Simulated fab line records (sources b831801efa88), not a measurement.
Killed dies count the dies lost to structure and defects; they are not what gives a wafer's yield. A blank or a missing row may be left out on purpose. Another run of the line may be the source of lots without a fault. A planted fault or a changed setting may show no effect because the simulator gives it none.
Which tool was responsible? || flow sky130 || Sampling: 6 lots, 18 wafers, 3 of 708 route steps

## WHAT EACH GAUGE READ, for each wafer
SKY_CAPM_THK_MEAS_01.
{"lot": "L618", "measured": "day 36 13:06", "on": "film-metro-02", "CAPM_CVD_00_THK (nm)": "15.41 15.04 15.66"}
{"lot": "L625", "measured": "day 38 09:23", "on": "film-metro-02", "CAPM_CVD_00_THK (nm)": "15.27 15.59 15.73"}
{"lot": "L628", "measured": "day 39 07:56", "on": "film-metro-01", "CAPM_CVD_00_THK (nm)": "15.30 14.86 15.58"}
{"lot": "L631", "measured": "day 40 11:50", "on": "film-metro-02", "CAPM_CVD_00_THK (nm)": "15.44 15.24 15.63"}
{"lot": "L635", "measured": "day 42 08:50", "on": "film-metro-01", "CAPM_CVD_00_THK (nm)": "14.96 15.05 15.34"}
{"lot": "L638", "measured": "day 42 12:52", "on": "film-metro-01", "CAPM_CVD_00_THK (nm)": "15.98 15.26 16.10"}

## WHICH TOOL RAN EACH LOT (tool, then ch and the chambers of the sampled wafers, then the start)
{"lot": "L618", "SKY_METAL3_SPUTTER_02": "pvd-sputter-04, day 36 12:58", "SKY_METAL3_SPUTTER_03": "pvd-sputter-04, day 36 13:01"}
{"lot": "L625", "SKY_METAL3_SPUTTER_02": "pvd-sputter-03, day 38 09:14", "SKY_METAL3_SPUTTER_03": "pvd-sputter-03, day 38 09:16"}
{"lot": "L628", "SKY_METAL3_SPUTTER_02": "pvd-sputter-01, day 39 07:48", "SKY_METAL3_SPUTTER_03": "pvd-sputter-01, day 39 07:50"}
{"lot": "L631", "SKY_METAL3_SPUTTER_02": "pvd-sputter-04, day 40 11:43", "SKY_METAL3_SPUTTER_03": "pvd-sputter-04, day 40 11:45"}
{"lot": "L635", "SKY_METAL3_SPUTTER_02": "pvd-sputter-03, day 42 08:41", "SKY_METAL3_SPUTTER_03": "pvd-sputter-03, day 42 08:44"}
{"lot": "L638", "SKY_METAL3_SPUTTER_02": "pvd-sputter-04, day 42 12:44", "SKY_METAL3_SPUTTER_03": "pvd-sputter-04, day 42 12:46"}
- SKY_METAL3_SPUTTER_02: material AlCu, target thk 735 nm, time 39.1 s.
- SKY_METAL3_SPUTTER_03: material Ti, target thk 5 nm, time 3.3 s.

## THE ANSWER, worked out from the rows above alone
Rule: the usual values come from the lots themselves. Put in order of their means at a reading, lots are off if they are a third of the lots or fewer, leave a main group of 4 or more, and stand apart from it by a gap of 3 or more times the standard deviation of the main group's means; of several such gaps the widest counts. The tables above print the reading to a certain number of digits; a main group whose means all agree to those digits is not used. A lot without any number at a reading at which 4 lots or more have one is off too. Where the step has rows for the other lots, those lots are counted as sound.
No lot is off on any of the readings shown, so nothing can be concluded from this.

## WHAT HAD BEEN PUT IN BY THE SIMULATOR
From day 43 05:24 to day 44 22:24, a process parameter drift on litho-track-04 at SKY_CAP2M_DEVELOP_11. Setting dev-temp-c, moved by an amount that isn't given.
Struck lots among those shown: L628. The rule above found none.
